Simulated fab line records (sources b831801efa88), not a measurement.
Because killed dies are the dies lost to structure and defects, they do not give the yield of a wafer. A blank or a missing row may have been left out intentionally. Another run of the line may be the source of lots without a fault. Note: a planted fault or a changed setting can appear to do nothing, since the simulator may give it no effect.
Which tool did it? :: flow gf180mcu :: 12 lots with 36 wafers sampled at 2 steps, on a route of 602 steps

== WHAT THE GAUGES READ, wafer by wafer ==
GF_M1_RS_MEAS_05: measurement is done with a four-point probe.
lot: L075
measured: day 17 01:41
on: film-metro-01
M1_ALCU_RS (ohm/sq): 0.0698 0.0698 0.0699

lot: L077
measured: day 17 10:27
on: film-metro-01
M1_ALCU_RS (ohm/sq): 0.0683 0.0687 0.0679

lot: L079
measured: day 18 03:15
on: film-metro-02
M1_ALCU_RS (ohm/sq): 0.0700 0.0696 0.0708

lot: L081
measured: day 19 07:21
on: film-metro-01
M1_ALCU_RS (ohm/sq): 0.0702 0.0688 0.0697

lot: L083
measured: day 19 17:46
on: film-metro-03
M1_ALCU_RS (ohm/sq): 0.0699 0.0697 0.0697

lot: L085
measured: day 20 08:47
on: film-metro-01
M1_ALCU_RS (ohm/sq): 0.0693 0.0699 0.0693

lot: L087
measured: day 21 03:15
on: film-metro-02
M1_ALCU_RS (ohm/sq): 0.0723 0.0694 0.0714

lot: L089
measured: day 21 14:50
on: film-metro-02
M1_ALCU_RS (ohm/sq): 0.0683 0.0691 0.0703

lot: L091
measured: day 22 11:31
on: film-metro-03
M1_ALCU_RS (ohm/sq): 0.0692 0.0706 0.0690

lot: L093
measured: day 23 01:06
on: film-metro-03
M1_ALCU_RS (ohm/sq): 0.0707 0.0696 0.0698

lot: L095
measured: day 23 16:17
on: film-metro-02
M1_ALCU_RS (ohm/sq): 0.0709 0.0694 0.0696

lot: L097
measured: day 24 03:46
on: film-metro-03
M1_ALCU_RS (ohm/sq): 0.0714 0.0709 0.0688

== EACH LOT AND THE TOOL THAT RAN IT (in order: tool; ch and the chambers of the sampled wafers; start) ==
lot: L075
GF_CONTACT_CMP_27: cmp-02 ch 0,2,3, day 17 01:17

lot: L077
GF_CONTACT_CMP_27: cmp-01 ch 1,2,3, day 17 09:55

lot: L079
GF_CONTACT_CMP_27: cmp-01 ch 1,2, day 18 02:41

lot: L081
GF_CONTACT_CMP_27: cmp-02 ch 0,1,3, day 19 06:56

lot: L083
GF_CONTACT_CMP_27: cmp-01 ch 0,2, day 19 17:15

lot: L085
GF_CONTACT_CMP_27: cmp-01 ch 0,2,3, day 20 08:20

lot: L087
GF_CONTACT_CMP_27: cmp-02 ch 0,3, day 21 02:40

lot: L089
GF_CONTACT_CMP_27: cmp-01 ch 1,2, day 21 14:22

lot: L091
GF_CONTACT_CMP_27: cmp-02 ch 0,1,3, day 22 11:05

lot: L093
GF_CONTACT_CMP_27: cmp-02 ch 0,1,3, day 23 00:41

lot: L095
GF_CONTACT_CMP_27: cmp-02 ch 0,2, day 23 15:43

lot: L097
GF_CONTACT_CMP_27: cmp-02 ch 0,1,3, day 24 03:19
- GF_CONTACT_CMP_27: polishes, stops on SiO2, t overpolish 15 s, target thk 0 nm.

== THE ANSWER, worked out from the rows above alone ==
Rule: usual is defined by the lots themselves. Put in order of their means at a reading, lots are off if they are a third of the lots or fewer, leave a main group of 4 or more, and stand apart from it by a gap of 3 or more times the standard deviation of the main group's means; of several such gaps the widest counts. A main group whose means are all the same, to the digits that the tables above print for the reading, isn't used. Also off: a lot with no number at a reading for which 4 or more lots have one. The other lots that the step has rows for count as sound.
No lot is off at any reading shown: from this, nothing can be told.

== WHAT WAS PUT IN BY THE SIMULATOR ==
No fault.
